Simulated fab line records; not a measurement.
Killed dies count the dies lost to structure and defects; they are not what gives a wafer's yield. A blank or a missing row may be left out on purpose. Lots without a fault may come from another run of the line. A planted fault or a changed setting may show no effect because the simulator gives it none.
Chamber matching + flow sky130 + SKY_FIELD_ISO_ETCH_14 on rie_diel-03 has 4 sister chambers
The step etches BARC in N2/H2, stops on SiO2, time 45.9 s, target depth 60 nm. 4 wafers are shown with their chamber, then 10 later ones without.

## EACH WAFER AND ITS CHAMBER
| wafer  | chamber | drypump_motor_current_A (A) |
|--------|---------|-----------------------------|
| L086.3 | 0       | 5.8                         |
| L086.5 | 3       | 5.7                         |
| L088.1 | 2       | 5.7                         |
| L088.2 | 1       | 6.2                         |

## WAFERS WHOSE CHAMBER IS MISSING
| wafer  | drypump_motor_current_A (A) |
|--------|-----------------------------|
| L088.5 | 6.2                         |
| L092.2 | 5.8                         |
| L092.3 | 6.1                         |
| L092.4 | 5.7                         |
| L093.2 | 6.2                         |
| L093.4 | 5.7                         |
| L093.5 | 6.2                         |
| L096.1 | 5.7                         |
| L096.2 | 5.8                         |
| L096.4 | 6.2                         |

## WHICH CHAMBER EACH ONE RAN IN
| wafer  | from the rows above     | in truth |
|--------|-------------------------|----------|
| L088.5 | 1                       | 1        |
| L092.2 | 0                       | 0        |
| L092.3 | 1                       | 1        |
| L092.4 | can't be placed: 2 or 3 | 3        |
| L093.2 | 1                       | 1        |
| L093.4 | can't be placed: 2 or 3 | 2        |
| L093.5 | 1                       | 1        |
| L096.1 | can't be placed: 2 or 3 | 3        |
| L096.2 | 0                       | 0        |
| L096.4 | 1                       | 1        |
7 of 10 placed correctly. Can't be placed from these rows: 3 (the true chamber is among the candidates in 3). Number placed wrongly: 0.
How it was worked out, from the rows above alone: a wafer's distance from a chamber is the root of the sum, over the readings, of the square of ((its reading less the chamber's mean) divided by the reading's scatter). If the next closest chamber is less than 2 further off than the closest, the wafer can't be placed; otherwise it belongs to the closest. Each chamber's mean is taken over the wafers shown for it. The scatter (one wafer shown for each chamber): square how far every hidden wafer sits from the nearest shown wafer, average those squares and take the square root.
